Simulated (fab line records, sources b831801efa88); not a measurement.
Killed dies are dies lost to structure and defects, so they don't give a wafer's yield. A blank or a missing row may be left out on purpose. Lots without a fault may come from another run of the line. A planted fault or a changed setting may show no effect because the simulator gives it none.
Which tool did it? | flow sky130 | 12 lots, 36 wafers sampled, at 4 steps of a route of 708

WHAT THE GAUGES READ, wafer by wafer
SKY_LOCAL_INTERCONNECT_OVL_MEAS_12. Usual: LOCAL_INTERCONNECT_OVL 3 nm, standard deviation 5.3.
lot  | measured     | on         | LOCAL_INTERCONNECT_OVL (nm) | flag
L412 | day 31 13:53 | overlay-02 | 12 -5 1                     |
L413 | day 31 17:11 | overlay-01 | -4 1 -4                     |
L423 | day 34 20:12 | overlay-02 | 0 -2 0                      |
L424 | day 35 12:06 | overlay-01 | 7 11 10                     |
L425 | day 35 22:17 | overlay-02 | -3 -1 -6                    |
L426 | day 36 04:17 | overlay-01 | 5 7 3                       |
L427 | day 36 07:54 | overlay-01 | -3 -4 0                     |
L428 | day 37 08:23 | overlay-02 | 3 -1 -3                     |
L429 | day 37 08:50 | overlay-01 | -5 -3 -2                    |
L430 | day 37 12:06 | overlay-01 | 3 4 0                       |
L431 | day 37 17:53 | overlay-02 | 14 2 -1                     |
L432 | day 38 01:17 | overlay-02 | 6 7 10                      |

SKY_METAL1_CD_MEAS_15: target cd 140 nm. Usual: cd_nm 139.7 nm, standard deviation 1.6.
lot  | measured     | on        | cd_nm (nm)        | flag
L412 | day 33 23:22 | cd_sem-01 | 138.3 138.7 138.4 |
L413 | day 34 02:38 | cd_sem-01 | 141.0 101.1 101.6 | OFF
L423 | day 37 02:47 | cd_sem-01 | 138.0 138.4 138.8 |
L424 | day 37 19:14 | cd_sem-02 | 141.6 143.5 142.6 |
L425 | day 38 04:13 | cd_sem-02 | 138.4 140.1 139.7 |
L426 | day 38 10:55 | cd_sem-01 | 142.2 139.4 141.1 |
L427 | day 38 14:12 | cd_sem-02 | 137.1 138.0 138.9 |
L428 | day 39 14:13 | cd_sem-02 | 139.5 141.9 141.7 |
L429 | day 39 15:31 | cd_sem-01 | 137.6 138.6 138.7 |
L430 | day 39 17:24 | cd_sem-01 | 141.5 138.7 139.4 |
L431 | day 39 23:08 | cd_sem-02 | 136.2 137.6 138.7 |
L432 | day 40 05:00 | cd_sem-02 | 139.6 139.8 141.1 |

WHICH TOOL RAN EACH LOT (tool, then ch and the chambers of the sampled wafers, then the start)
lot  | SKY_LI_CONTACT_ETCH_14             | SKY_METAL1_EXPOSE_12
L412 | rie_diel-02 ch 0,2,3, day 30 09:38 | krf_scanner-02 ch 0, day 33 09:53
L413 | rie_diel-02 ch 0,2, day 30 12:25   | krf_scanner-02 ch 0, day 33 13:11
L423 | rie_diel-01 ch 0,2,3, day 33 16:25 | krf_scanner-01 ch 0, day 36 14:17
L424 | rie_diel-03 ch 0,2,3, day 34 07:49 | krf_scanner-02 ch 0, day 37 07:20
L425 | rie_diel-03 ch 0,1,3, day 34 19:04 | krf_scanner-01 ch 0, day 37 16:00
L426 | rie_diel-03 ch 0,1, day 35 00:47   | krf_scanner-02 ch 0, day 37 22:17
L427 | rie_diel-01 ch 0,1,2, day 35 03:56 | krf_scanner-02 ch 0, day 38 01:59
L428 | rie_diel-02 ch 0,2, day 36 04:41   | krf_scanner-02 ch 0, day 39 01:19
L429 | rie_diel-01 ch 1,2,3, day 36 05:04 | krf_scanner-02 ch 0, day 39 02:25
L430 | rie_diel-01 ch 1,2, day 36 08:34   | krf_scanner-02 ch 0, day 39 04:59
L431 | rie_diel-02 ch 1,2, day 36 14:46   | krf_scanner-01 ch 0, day 39 11:44
L432 | rie_diel-01 ch 1,2, day 36 22:32   | krf_scanner-02 ch 0, day 39 17:31
- SKY_LI_CONTACT_ETCH_14: etches BARC in N2/H2, stops on SiO2, time 45.9 s, target depth 60 nm.
- SKY_METAL1_EXPOSE_12: exposes mask MM1, target cd 140 nm.

WHAT THE TOOLS THEMSELVES READ (means of the sampled wafers that have a number; where no wafer has one, the mark that the record gives instead)
SKY_LI_CONTACT_ETCH_14. Usual: drypump_motor_current_A 5.8 A, standard deviation 0.47; oes_product_au 0.855 a.u., standard deviation 0.0047; throttle_valve_pct 13.225 %, standard deviation 0.009.
lot  | tool        | drypump_motor_current_A (A) | oes_product_au (a.u.) | throttle_valve_pct (%) | flag
L412 | rie_diel-02 | 6.1                         | 0.856                 | 13.218                 |
L413 | rie_diel-02 | 5.9                         | 0.858                 | 13.221                 |
L423 | rie_diel-01 | 5.7                         | 0.858                 | 13.233                 |
L424 | rie_diel-03 | 5.8                         | 0.855                 | 13.234                 |
L425 | rie_diel-03 | 5.4                         | 0.857                 | 13.225                 |
L426 | rie_diel-03 | 5.2                         | 0.855                 | 13.221                 |
L427 | rie_diel-01 | 5.6                         | 0.852                 | 13.215                 |
L428 | rie_diel-02 | 6.0                         | 0.855                 | 13.225                 |
L429 | rie_diel-01 | 5.6                         | 0.857                 | 13.227                 |
L430 | rie_diel-01 | 5.5                         | 0.851                 | 13.224                 |
L431 | rie_diel-02 | 5.9                         | 0.855                 | 13.229                 |
L432 | rie_diel-01 | 5.8                         | 0.851                 | 13.229                 |

THE ANSWER, worked out from the rows above alone
Rule: a lot is off if the mean of its wafers that have a number lies more than 3 standard deviations from the usual mean. A lot without any number at a reading at which 4 lots or more have one is off too. The other lots that the step has rows for count as sound. The gauges are gone through in route order, then the tools' own readings, and for those a lot's mean is taken as printed above. The first step at which some lot is off is used, and at that step the reading that is off furthest; a lot without a number counts as furthest.
Off: L413, at SKY_METAL1_CD_MEAS_15 (cd_nm).
A tool fits if, at a process step before that reading, it ran every lot that is off, and no sound lot after the first of them. The gauges at SKY_METAL1_CD_MEAS_15 are tried like those tools. None of those tried fits.

WHAT THE SIMULATOR HAD PUT IN
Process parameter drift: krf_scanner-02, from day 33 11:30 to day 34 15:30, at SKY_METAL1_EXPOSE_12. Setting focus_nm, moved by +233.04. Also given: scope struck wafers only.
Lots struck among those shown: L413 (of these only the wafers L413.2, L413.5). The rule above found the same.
